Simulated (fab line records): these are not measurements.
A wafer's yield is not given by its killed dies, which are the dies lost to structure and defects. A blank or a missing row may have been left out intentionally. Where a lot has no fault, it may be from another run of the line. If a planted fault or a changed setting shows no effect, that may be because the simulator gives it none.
A struck lot beside a sound one || flow sky130 || 18 out of 708 route steps
Sound: the wafers L419.2, L419.3, L419.6. Struck: wafers L433.2, L433.5, L433.6. At the end, the cause is stated.
For every step that has rows: the tool of each side, followed by ch and its chambers, followed by its first start. Under that, the readings that differ: sound wafers || struck wafers || difference of the means || sigmas: that difference in standard deviations of wafers without a fault.
alike: same words and numbers on both sides, and readings whose means sit less than 2 such deviations apart. not compared: any withheld reading, any reading some wafer has no value for, any bound like >300 that may hide the same value, and any number with overlapping values for which the record gives no deviation.
The two part at a step that has a row with sigmas, a row that says differs or no value, or rows on one side only. When numbers do not overlap yet have no deviation, they are printed without sigmas and do not part them. Lack of a reading on every wafer of one side parts them only where that side has two or more wafers.

first, 4 steps without rows for these wafers: SKY_VT_ADJUST_PCH_SOFTBAKE_03; SKY_VT_ADJUST_PCH_EXPOSE_04 (exposes mask NWM, target cd 840 nm); SKY_VT_ADJUST_PCH_PEB_05; SKY_VT_ADJUST_PCH_DEVELOP_06 (develop time 60 s).
SKY_VT_ADJUST_PCH_OVL_MEAS_07:
  sound on overlay-02 at day 11 10:52; struck on overlay-02 at day 15 17:20
  alike: VT_ADJUST_PCH_OVL
following that, these wafers have no rows for 1 step: SKY_VT_ADJUST_PCH_IMPLANT_08.
SKY_VT_ADJUST_PCH_STRIP_09: strips in O2/N2.
  sound on plasmaAsher-03 ch 0, day 11 11:03; struck on plasmaAsher-03 ch 0,1, day 15 17:31
  alike: drypumpMotorCurrentA, oesProductAu, stripTimeToEndpointS
  not compared: rfHoursCounterH
SKY_VT_ADJUST_PCH_TW_MEAS_10:
  sound on filmMetro-02 at day 11 11:10; struck on filmMetro-02 at day 15 17:37
  alike: VT_ADJUST_PCH_TW
then, 4 steps without rows for these wafers: SKY_SONOS_TUNNEL_DEHYDRATE_00 (time 60 s); SKY_SONOS_TUNNEL_HMDS_01 (prime time 60 s); SKY_SONOS_TUNNEL_COAT_02 (resist thk 1140 nm); SKY_SONOS_TUNNEL_SOFTBAKE_03 (time 60 s).
SKY_SONOS_TUNNEL_EXPOSE_04: exposes mask TUNM, target cd 410 nm.
  sound on ilineStepper-02 ch 0, day 11 22:48; struck on ilineStepper-02 ch 0, day 16 07:11
{"reading": "exposureDoseMJCm2", "sound": "136.01 135.97 136.06", "struck": "127.91 128.13 127.89", "difference": -8.04, "sigmas": -67}
  alike: mask
then, 2 steps without rows for these wafers: SKY_SONOS_TUNNEL_PEB_05; SKY_SONOS_TUNNEL_DEVELOP_06 (develop time 60 s).
SKY_SONOS_TUNNEL_CD_MEAS_07 targets a cd of 410 nm.
  sound on cdSem-02 at day 12 11:17; struck on cdSem-02 at day 16 21:20
{"reading": "cdNm (nm)", "sound": "409.3 408.5 411.8", "struck": "393.5 391.2 390.8", "difference": -18.0, "sigmas": -7}
SKY_SONOS_TUNNEL_OVL_MEAS_08:
  sound on overlay-02 at day 12 11:23; struck on overlay-01 at day 16 21:26
  alike: SONOS_TUNNEL_OVL
SKY_PAD_OPEN_PROBE_99:
  the record holds rows for the sound wafers here (prober-01, day 46 22:34) but none for the struck ones

WHERE THEY PART
Earliest at SKY_SONOS_TUNNEL_EXPOSE_04; latest, in this record, at SKY_PAD_OPEN_PROBE_99.

WHY: what the simulator had put in
Drift in process parameters on ilineStepper-02 at SKY_SONOS_TUNNEL_EXPOSE_04, starting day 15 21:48. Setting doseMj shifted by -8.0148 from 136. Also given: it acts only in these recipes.
